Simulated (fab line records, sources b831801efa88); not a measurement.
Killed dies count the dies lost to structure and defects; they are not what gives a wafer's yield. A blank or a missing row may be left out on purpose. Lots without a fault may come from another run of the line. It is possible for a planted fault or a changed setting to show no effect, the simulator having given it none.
Lot-split experiment -- flow sfq-line -- 20 wafers read across 5 lots, on a route 325 steps long

== THE SPLIT ==
At SFQ_TRILAYER_M3_LITHO_COAT_075 (resist thk 600 nm), the setting resist-thk-nm was moved away from the recipe's 600 nm on 4 of the 20 wafers read, by -2.3% to +5.4%. This setting was run at the recipe's value on the other wafers.

No step appears in the file between the split and the reading.

== THE READING ==
KrF_of_TRILAYER_M3_LITHO_COAT_075.thk-nm (the simulator's own value, which no gauge read), in nm, at SFQ_TRILAYER_M3_BARC_OPEN_METAL_ETCH_100 (etches BARC in O2, target depth 125 nm, time 41.7 s). No usual value for it is given in the file. The 16 wafers here that ran the recipe average 522.1 nm, standard deviation 3.3 nm.

wafer,"tool, chamber at the split","resist-thk-nm as run, nm",against the recipe,"KrF_of_TRILAYER_M3_LITHO_COAT_075.thk-nm, nm",against lot-mates on the recipe
L074.2,"litho-track-04, 0",600,recipe,523.8,-
L074.4,"litho-track-04, 0",600,recipe,525,-
L074.6,"litho-track-04, 0",600,recipe,519.9,-
L075.1,"litho-track-04, 0",586,-2.3%,508.4,-12.4
L075.2,"litho-track-04, 0",600,recipe,518.9,-
L075.4,"litho-track-04, 0",600,recipe,522.6,-
L075.5,"litho-track-04, 0",586,-2.3%,504.1,-16.6
L075.6,"litho-track-04, 0",586,-2.3%,508.2,-12.6
L078.1,"litho-track-01, 0",600,recipe,525.4,-
L078.3,"litho-track-01, 0",600,recipe,525.4,-
L078.4,"litho-track-01, 0",600,recipe,523.8,-
L078.5,"litho-track-01, 0",600,recipe,525.3,-
L078.6,"litho-track-01, 0",600,recipe,524.2,-
L083.2,"litho-track-01, 0",600,recipe,524,-
L083.4,"litho-track-01, 0",632.2,+5.4%,558.5,+34.5
L085.1,"litho-track-01, 0",600,recipe,520.8,-
L085.2,"litho-track-01, 0",600,recipe,514.3,-
L085.3,"litho-track-01, 0",600,recipe,523.8,-
L085.4,"litho-track-01, 0",600,recipe,516.2,-
L085.6,"litho-track-01, 0",600,recipe,520.5,-

FIT RESULTS
A straight line over all 20 wafers: KrF_of_TRILAYER_M3_LITHO_COAT_075.thk-nm changes by +6.69 nm for each +1% of resist-thk-nm; r = +0.96; the points scatter about the line by 3.2 nm.
The same after taking each lot's own level away (the mean of its wafers on the recipe; 20 wafers): +6.26 nm for each +1%; r = +0.97; scatter 2.3 nm.
The reading moves by 34 nm for the largest change in resist-thk-nm, on that fit.
Across the lots, their own levels run from 519.12 to 524.82 nm, a range of 1.7 times the standard deviation given above.
Hence the lot-to-lot level has little effect on the slope; both slopes agree.
Check: +31.9 nm against its lot-mates is what the line predicts for one of the wafers moved furthest among these (+5.4%) when that wafer is left out of the fit. It came out at +34.5 nm against them.

== THESE WAFERS: OTHER SPLITS ==
These wafers also went through other splits before the reading. Each is held against what the fit with the lots' levels taken away leaves over:
other split on the same wafers,wafers away from the commonest value,r with KrF_of_TRILAYER_M3_LITHO_COAT_075.thk-nm (lot level and that fit taken away)
SFQ_TRILAYER_M2_LITHO_EXPOSE_058 dose-mj,8,-0.10
SFQ_TRILAYER_I2_CMP_CMP_064 leave-above-ref-nm,7,+0.08
SFQ_TRILAYER_I2_VIA_LITHO_COAT_067 resist-thk-nm,9,+0.02
SFQ_TRILAYER_I2_VIA_ETCH_VIA_ETCH_070 bias-w,6,-0.08
SFQ_TRILAYER_M3_DEP_SPUTTER_073 time-s,3,-0.11

== THE WHOLE CHAIN: every reading that the file lists as answering this split, in the file's order ==
step,what it does,reading,change (the file's fit),r (the file's)
SFQ_TRILAYER_M3_LITHO_COAT_075,resist thk 600 nm,"KrF_of_TRILAYER_M3_LITHO_COAT_075.thk-nm (the simulator's own value, which no gauge read)",+6.52 nm for each +1% of the setting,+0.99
SFQ_TRILAYER_M3_BARC_OPEN_METAL_ETCH_100,"etches BARC in O2, target depth 125 nm, time 41.7 s","KrF_of_TRILAYER_M3_LITHO_COAT_075.thk-nm (the simulator's own value, which no gauge read)",+6.28 nm for each +1% of the setting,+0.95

== THE FILE'S OWN FIT ==
KrF_of_TRILAYER_M3_LITHO_COAT_075.thk-nm changes by +6.28 nm for each +1% of resist-thk-nm, r = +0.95.
